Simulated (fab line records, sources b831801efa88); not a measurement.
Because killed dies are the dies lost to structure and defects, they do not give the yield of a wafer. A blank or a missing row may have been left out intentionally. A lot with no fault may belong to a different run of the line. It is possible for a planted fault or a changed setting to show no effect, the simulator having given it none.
2 desks looking at one fault    flow gf180mcu    numbers are kept per desk, each desk with only its own; the story behind them comes last

== DESK OF THE TOOL OWNER: pvdSputter-01 ==
The tool's own readings at GF_M4_SPUTTER_03 (material Ti, target thk 10 nm, time 6.7 s): means of the sampled wafers that have a number, for each lot that ran on this tool. Marked OUT: a lot whose mean sits more than 4 standard deviations from the usual mean, which makes it out of limits; the brackets give that distance.
Columns: A = throttleValvePct at GF_M4_SPUTTER_03, usual 30.6 %
lot   first seen here  A
L114  day 23 09:10     31.9
L120  day 25 09:55     31.4
L123  day 26 19:00     30.5
L132  day 29 11:54     31.7
Finding of this desk: none of the 4 lots has anything out of limits.

== METROLOGY DESK ==
What the gauges read for every lot (on any tool): the sampled wafers with a number, averaged. Marked OUT: a lot whose mean sits more than 4 standard deviations from the usual mean, which makes it out of limits; the brackets give that distance.
Columns: A = V3_W_RS at GF_V3_RS_MEAS_24, usual 0.328 ohm/sq; B = V3_W_THK at GF_V3_THK_MEAS_25, usual 354 nm
lot   first seen here  A      B
L114  day 23 08:33     0.332  353
L115  day 23 18:28     0.329  348
L120  day 25 09:17     0.331  346
L123  day 26 18:22     0.330  355
L128  day 28 09:12     0.329  358
L132  day 29 11:16     0.327  351
Finding of this desk: none of the 6 lots has anything out of limits.

== ALL TOGETHER ==
Nothing out of limits was seen by the tool owner's desk.
From the metrology desk's view, nothing was out of limits.

== WHAT HAD BEEN PUT IN BY THE SIMULATOR ==
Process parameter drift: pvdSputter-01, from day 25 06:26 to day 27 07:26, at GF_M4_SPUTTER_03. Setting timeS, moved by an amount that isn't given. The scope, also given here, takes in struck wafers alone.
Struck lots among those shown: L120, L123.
